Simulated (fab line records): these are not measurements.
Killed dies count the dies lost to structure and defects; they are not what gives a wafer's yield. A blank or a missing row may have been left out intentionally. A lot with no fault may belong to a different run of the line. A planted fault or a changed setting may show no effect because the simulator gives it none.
Shared-tool check | flow gf180mcu | Lots sampled 10, wafers sampled 30

== WHAT PROMPTED THE OPENING ==
Of 10 lots, 2 have the reading HV_LDD_CVD_56_THK flagged at GF_HV_LDD_THK_MEAS_57. Fault-free wafers read 89.7 nm, with a standard deviation of 1.
Rule: a lot is flagged in two cases, either no wafer of it has a number, or all its wafers with numbers fall more than 4 standard deviations from that mean. The rest of the lots are taken to be sound.

lot  | measured     | on           | HV_LDD_CVD_56_THK (nm), wafer by wafer | flag
L260 | day 12 15:53 | filmMetro-04 | 90.0 89.2 89.3                         | 
L262 | day 13 04:45 | filmMetro-03 | 87.2 87.9 88.4                         | 
L264 | day 13 19:58 | filmMetro-03 | 88.4 88.7 89.0                         | 
L265 | day 14 06:23 | filmMetro-02 | 26.8 27.0 26.4                         | FLAGGED
L267 | day 15 03:34 | filmMetro-04 | 27.3 27.6 26.9                         | FLAGGED
L275 | day 17 18:26 | filmMetro-02 | 89.0 88.9 89.2                         | 
L277 | day 18 04:34 | filmMetro-02 | 89.6 90.4 90.7                         | 
L278 | day 18 15:10 | filmMetro-04 | 91.0 91.1 90.6                         | 
L279 | day 19 00:04 | filmMetro-04 | 89.5 90.3 90.2                         | 
L283 | day 20 03:40 | filmMetro-02 | 89.6 89.8 89.9                         | 
Average over the flagged lots: 27.0 nm; offset from the usual -62.7 nm, equal to -63 standard deviations.

== WHICH TOOL EACH LOT WENT THROUGH ==
The record holds 2 process steps before the reading, out of a route of 602 steps. Cell contents, in order: the tool; ch with the chambers the sampled wafers went through; the start.
lot  | flag    | GF_HV_LDD_STRIP_22                  | GF_HV_LDD_CVD_56
L260 |         | plasmaAsher-01 ch 0,1, day 10 23:04 | lpcvd-02 ch 0, day 12 14:27
L262 |         | plasmaAsher-03 ch 0,1, day 11 10:55 | lpcvd-01 ch 1, day 13 03:18
L264 |         | plasmaAsher-01 ch 0,1, day 12 00:25 | lpcvd-01 ch 0, day 13 17:49
L265 | FLAGGED | plasmaAsher-01 ch 0,1, day 12 11:04 | lpcvd-01 ch 1, day 14 04:57
L267 | FLAGGED | plasmaAsher-03 ch 0,1, day 13 06:46 | lpcvd-01 ch 1, day 15 02:08
L275 |         | plasmaAsher-01 ch 0, day 15 16:46   | lpcvd-01 ch 1, day 17 17:00
L277 |         | plasmaAsher-03 ch 0,1, day 16 03:22 | lpcvd-01 ch 1, day 18 03:08
L278 |         | plasmaAsher-01 ch 0,1, day 16 12:04 | lpcvd-02 ch 0, day 18 13:01
L279 |         | plasmaAsher-04 ch 0,1, day 16 21:10 | lpcvd-01 ch 0, day 18 22:39
L283 |         | plasmaAsher-03 ch 0,1, day 18 00:31 | lpcvd-01 ch 1, day 20 02:14
These steps, and what they do:
- GF_HV_LDD_STRIP_22: strips in O2/N2.
- GF_HV_LDD_CVD_56: deposits Si3N4 from DCS/NH3, target thk 90 nm, time 1543 s.
- GF_HV_LDD_THK_MEAS_57

== FLAGGED AGAINST TOTAL, ONE TOOL AT A TIME (gauges that did the reading follow at the end) ==
step                  | tool           | lots run | flagged | share of the flagged lots | sound lots run after its first flagged lot
GF_HV_LDD_STRIP_22    | plasmaAsher-01 | 5        | 1       | some                      | 2 (L275,L278)
GF_HV_LDD_STRIP_22    | plasmaAsher-03 | 4        | 1       | some                      | 2 (L277,L283)
GF_HV_LDD_STRIP_22    | plasmaAsher-04 | 1        | 0       | none                      | -
GF_HV_LDD_CVD_56      | lpcvd-01       | 8        | 2       | all                       | 4 (L275,L277,L279,L283)
GF_HV_LDD_CVD_56      | lpcvd-02       | 2        | 0       | none                      | -
GF_HV_LDD_THK_MEAS_57 | filmMetro-02   | 4        | 1       | some                      | 3 (L275,L277,L283)
GF_HV_LDD_THK_MEAS_57 | filmMetro-03   | 2        | 0       | none                      | -
GF_HV_LDD_THK_MEAS_57 | filmMetro-04   | 4        | 1       | some                      | 2 (L278,L279)

== WHAT IS ALLOWED BY THE TABLE ==
In the table, 1 row covers all flagged lots: lpcvd-01 at GF_HV_LDD_CVD_56.
- lpcvd-01 at GF_HV_LDD_CVD_56: 2 of its 8 lots flagged. Sound lots ran on it after the first flagged one (L275, L277, L279, L283), which a lasting fault on the whole tool wouldn't allow. On the flagged lots its readings are blank where sound lots have values: susceptorTempC.
No row of the table ran every flagged lot and no sound lot after the first.

== WHAT WAS PUT IN BY THE SIMULATOR ==
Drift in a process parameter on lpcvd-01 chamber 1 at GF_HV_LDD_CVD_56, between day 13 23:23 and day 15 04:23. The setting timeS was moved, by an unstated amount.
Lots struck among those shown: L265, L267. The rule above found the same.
